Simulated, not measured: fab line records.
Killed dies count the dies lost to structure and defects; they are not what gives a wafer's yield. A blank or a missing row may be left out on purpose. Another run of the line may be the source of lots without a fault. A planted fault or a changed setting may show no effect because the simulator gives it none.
Lot-split experiment | flow sfq-line | 23 wafers read across 5 lots, on a route 325 steps long

## THE SPLIT ITSELF
At SFQ_TRILAYER_M8_LITHO_COAT_193 (resist thk 600 nm), the setting spin-rpm was moved away from the recipe's 3000 rpm on 10 of the 23 wafers read, by -4.7% to +6.3%. This setting was run at the recipe's value on the other wafers.

The reading comes from the split's own step.

## THE READING
KrF_of_TRILAYER_M8_LITHO_COAT_193.thk-nm (the simulator's own value, which no gauge read), in nm, at SFQ_TRILAYER_M8_LITHO_COAT_193 (resist thk 600 nm). There is no usual value for it anywhere in the file. Here, 13 wafers ran the recipe; their average is 600.0 nm with a standard deviation of 1.7 nm.

wafer  | tool, chamber at the split | spin-rpm as run, rpm | against the recipe | KrF_of_TRILAYER_M8_LITHO_COAT_193.thk-nm, nm | against lot-mates on the recipe
L077.1 | litho-track-02, 0          | 3000                 | recipe             | 603.1                                        | -
L077.2 | litho-track-02, 0          | 2860                 | -4.7%              | 617.7                                        | +15.3
L077.3 | litho-track-02, 0          | 2860                 | -4.7%              | 615.2                                        | +12.8
L077.4 | litho-track-02, 0          | 3000                 | recipe             | 601.8                                        | -
L077.5 | litho-track-02, 0          | 3000                 | recipe             | 602.3                                        | -
L079.1 | litho-track-02, 0          | 3190                 | +6.3%              | 580.1                                        | -17.7
L079.2 | litho-track-02, 0          | 3190                 | +6.3%              | 580                                          | -17.8
L079.3 | litho-track-02, 0          | 3000                 | recipe             | 596.7                                        | -
L079.5 | litho-track-02, 0          | 3000                 | recipe             | 598.1                                        | -
L079.6 | litho-track-02, 0          | 3000                 | recipe             | 598.6                                        | -
L080.1 | litho-track-01, 0          | 3113                 | +3.8%              | 590.2                                        | -9.0
L080.2 | litho-track-01, 0          | 3000                 | recipe             | 599.1                                        | -
L080.3 | litho-track-01, 0          | 3000                 | recipe             | 599.4                                        | -
L080.4 | litho-track-01, 0          | 3113                 | +3.8%              | 588.4                                        | -10.9
L080.6 | litho-track-01, 0          | 3113                 | +3.8%              | 591.1                                        | -8.1
L081.2 | litho-track-01, 0          | 2914                 | -2.9%              | 608.6                                        | +8.0
L081.3 | litho-track-01, 0          | 3000                 | recipe             | 600.3                                        | -
L081.4 | litho-track-01, 0          | 2914                 | -2.9%              | 608.8                                        | +8.2
L081.5 | litho-track-01, 0          | 2914                 | -2.9%              | 608.2                                        | +7.6
L081.6 | litho-track-01, 0          | 3000                 | recipe             | 600.9                                        | -
L083.2 | litho-track-04, 0          | 3000                 | recipe             | 600.7                                        | -
L083.4 | litho-track-04, 0          | 3000                 | recipe             | 599.8                                        | -
L083.5 | litho-track-04, 0          | 3000                 | recipe             | 599.7                                        | -

FIT RESULTS
A straight line over all 23 wafers: KrF_of_TRILAYER_M8_LITHO_COAT_193.thk-nm changes by -3.12 nm for each +1% of spin-rpm; r = -0.98; the points scatter about the line by 1.7 nm.
The same after taking each lot's own level away (the mean of its wafers on the recipe; 23 wafers): -2.78 nm for each +1%; r = -0.99; scatter 0.87 nm.
Per that fit: largest spin-rpm move, reading shift of 18 nm.
The lots' own levels span 597.80 to 602.40 nm, that is 2.7 times the standard deviation above.
Thus the slope moves with the lot-to-lot level: the two fits are different.
Check: -17.3 nm against its lot-mates is what the line predicts for one of the wafers moved furthest among these (+6.3%) when that wafer is left out of the fit. It came out at -17.7 nm against them.

## THE OTHER SPLITS THESE WAFERS WENT THROUGH
Before the reading, these wafers also passed through other splits. Each is held against what the fit with the lots' levels taken away leaves over:
other split on the same wafers                    | wafers away from the commonest value | r with KrF_of_TRILAYER_M8_LITHO_COAT_193.thk-nm (lot level and that fit taken away)
SFQ_TRILAYER_M6_LITHO_COAT_164 spin-rpm           | 7                                    | +0.05
SFQ_TRILAYER_M6_ETCH_METAL_ETCH_162 icp-w         | 7                                    | -0.16
SFQ_TRILAYER_I6_CMP_CMP_166 leave-above-ref-nm    | 7                                    | +0.00
SFQ_TRILAYER_I6_VIA_LITHO_COAT_169 resist-thk-nm  | 5                                    | -0.09
SFQ_TRILAYER_M7_LITHO_COAT_182 resist-thk-nm      | 8                                    | -0.25
SFQ_TRILAYER_M7_LITHO_PEB_180 peb-time-s          | 5                                    | +0.45
SFQ_TRILAYER_I7_VIA_LITHO_COAT_187 spin-rpm       | 10                                   | +0.09
SFQ_TRILAYER_I7_VIA_BARC_OPEN_VIA_ETCH_260 time-s | 12                                   | +0.06

## FILE'S OWN FIT
KrF_of_TRILAYER_M8_LITHO_COAT_193.thk-nm changes by -2.8 nm for each +1% of spin-rpm, r = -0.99.
